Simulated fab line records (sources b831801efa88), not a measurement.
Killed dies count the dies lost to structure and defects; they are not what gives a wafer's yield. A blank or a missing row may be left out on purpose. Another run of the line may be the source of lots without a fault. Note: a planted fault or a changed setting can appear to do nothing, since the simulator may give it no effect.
A lot that was struck, set against a sound lot ; flow sky130 ; 36 out of 708 route steps
Sound: these wafers, L840.4, L840.5, L840.6. Wafers struck: L845.1, L845.4, L845.6. The cause is given at the end.
Per side, at each step with rows, come the tool, then ch with its chambers, and then its first start. Under that, the readings that differ: sound wafers ; struck wafers ; difference of the means ; sigmas: that difference in standard deviations of wafers without a fault.
alike: readings whose means differ by less than 2 such deviations, and words and numbers that are the same on both sides. not compared: withheld readings, readings that some wafer has no value for, bounds like >300 that may hide the same value, and numbers for which the record gives no deviation and whose values overlap.
The two part at a step that has a row with sigmas, a row that says differs or no value, or rows on one side only. Numbers that have no deviation but don't overlap get no sigmas and don't part them. Lack of a reading on every wafer of one side parts them only where that side has two or more wafers.

first, 10 steps without rows for these wafers: SKY_POLY_CUT_ETCH_10 (etches BARC in N2/H2, stops on SiO2, time 45.9 s, target depth 60 nm); SKY_POLY_CUT_ETCH_11 (etches Si3N4 in CF4/CH2F2/Ar, stops on poly-Si, time 42.5 s, target depth 60 nm); SKY_POLY_CUT_STRIP_12 (strips in O2/N2); SKY_SD_P_DEHYDRATE_00 (time 60 s); SKY_SD_P_HMDS_01 (prime time 60 s); SKY_SD_P_COAT_02 (resist thk 1140 nm); SKY_SD_P_SOFTBAKE_03 (time 60 s); SKY_SD_P_EXPOSE_04 (exposes mask PSDM, target cd 380 nm); SKY_SD_P_PEB_05; SKY_SD_P_DEVELOP_06 (develop time 60 s).
SKY_SD_P_IMPLANT_09:
  sound on implanter-03 ch 0, day 30 05:12; struck on implanter-03 ch 0, day 31 07:35
reading;sound;struck;difference;sigmas
beam-energy-keV;19.992 19.981 19.985;18.652 18.653 18.656;-1.332;-99 or more
model.implant.rp-nm (nm);17.64 17.64 17.64;16.46 16.46 16.46;-1.18;
model.implant.drp-nm (nm);9.746 9.746 9.746;9.279 9.279 9.279;-0.467;
SKY_SD_P_STRIP_10: strips in O2/N2.
  sound on plasma-asher-04 ch 0,1, day 30 05:19; struck on plasma-asher-02 ch 0, day 31 07:44
reading;sound;struck;difference;sigmas
drypump-motor-current-A (A);6.5 6.5 6.0;5.1 5.1 5.1;-1.2;-2
strip-time-to-endpoint-s (s);17.51 17.59 17.56;17.25 17.31 17.34;-0.25;-6
  alike: oes-product-au
  not compared: rf-hours-counter-h
SKY_SD_P_TW_MEAS_11:
  struck on film-metro-01, day 31 07:50; sound on film-metro-04, day 30 05:25
reading;sound;struck;difference;sigmas
SD_P_TW;2843 2852 2831;2781 2777 2768;-67;-5
then, 21 steps without rows for these wafers: SKY_RES_XHIGH_DEHYDRATE_00 (time 60 s); SKY_RES_XHIGH_HMDS_01 (prime time 60 s); SKY_RES_XHIGH_COAT_02 (resist thk 1140 nm); SKY_RES_XHIGH_SOFTBAKE_03 (time 60 s); SKY_RES_XHIGH_EXPOSE_04 (exposes mask URPM, target cd 1270 nm); SKY_RES_XHIGH_PEB_05; SKY_RES_XHIGH_DEVELOP_06 (develop time 60 s); SKY_RES_XHIGH_IMPLANT_07; SKY_RES_XHIGH_STRIP_08 (strips in O2/N2); SKY_SD_N_DEHYDRATE_00 (time 60 s); SKY_SD_N_HMDS_01 (prime time 60 s); SKY_SD_N_COAT_02 (resist thk 1140 nm); SKY_SD_N_SOFTBAKE_03 (time 60 s); SKY_SD_N_EXPOSE_04 (exposes mask NSDM, target cd 380 nm); SKY_SD_N_PEB_05; SKY_SD_N_DEVELOP_06 (develop time 60 s); SKY_SD_N_IMPLANT_09; SKY_SD_N_IMPLANT_10; SKY_SD_N_STRIP_11 (strips in O2/N2); SKY_SD_N_CLEAN_13 (cleans in SC1/SC2, time 150 s); SKY_SD_N_RTA_14 (time 2 s).
-- the record jumps here: 2 days lie between the struck wafers' starts before and after --
SKY_SD_N_RS_MEAS_17: uses a four-point probe to measure.
  struck on film-metro-02, day 33 14:46; sound on film-metro-01, day 32 13:09
reading;sound;struck;difference;sigmas
SD_P_RS (ohm/sq);147.2 147.0 146.5;152.1 152.0 151.8;+5.1;+14
-- here the record skips 16 days between the struck wafers' starts before and after, leaving off in module SD_N and picking up in module PAD_OPEN (first step shown: number 708 of the route) --
SKY_PAD_OPEN_PROBE_99:
  struck on prober-01, day 50 02:26; sound on prober-02, day 49 07:55
reading;sound;struck;difference;sigmas
model.etest.res-pdiff-hv.rs-ohm-sq;188.5 187.5 189.5;197.7 198 199;+9.7;
model.etest.res-pdiff.rs-ohm-sq;196.2 195.2 195;204.2 202.9 202.3;+7.7;
  alike: killed_at_M0_to_M3, killed_at_M4_up, killed-at-contacts, killed-at-front-end, killed-at-other, killed-dies, killed-open, killed-short

WHERE THEY PART
First at SKY_SD_P_IMPLANT_09; last, within this record, at SKY_SD_N_RS_MEAS_17. Later steps at which nothing parts them and some readings are alike: SKY_PAD_OPEN_PROBE_99.

WHY: what the simulator had put in
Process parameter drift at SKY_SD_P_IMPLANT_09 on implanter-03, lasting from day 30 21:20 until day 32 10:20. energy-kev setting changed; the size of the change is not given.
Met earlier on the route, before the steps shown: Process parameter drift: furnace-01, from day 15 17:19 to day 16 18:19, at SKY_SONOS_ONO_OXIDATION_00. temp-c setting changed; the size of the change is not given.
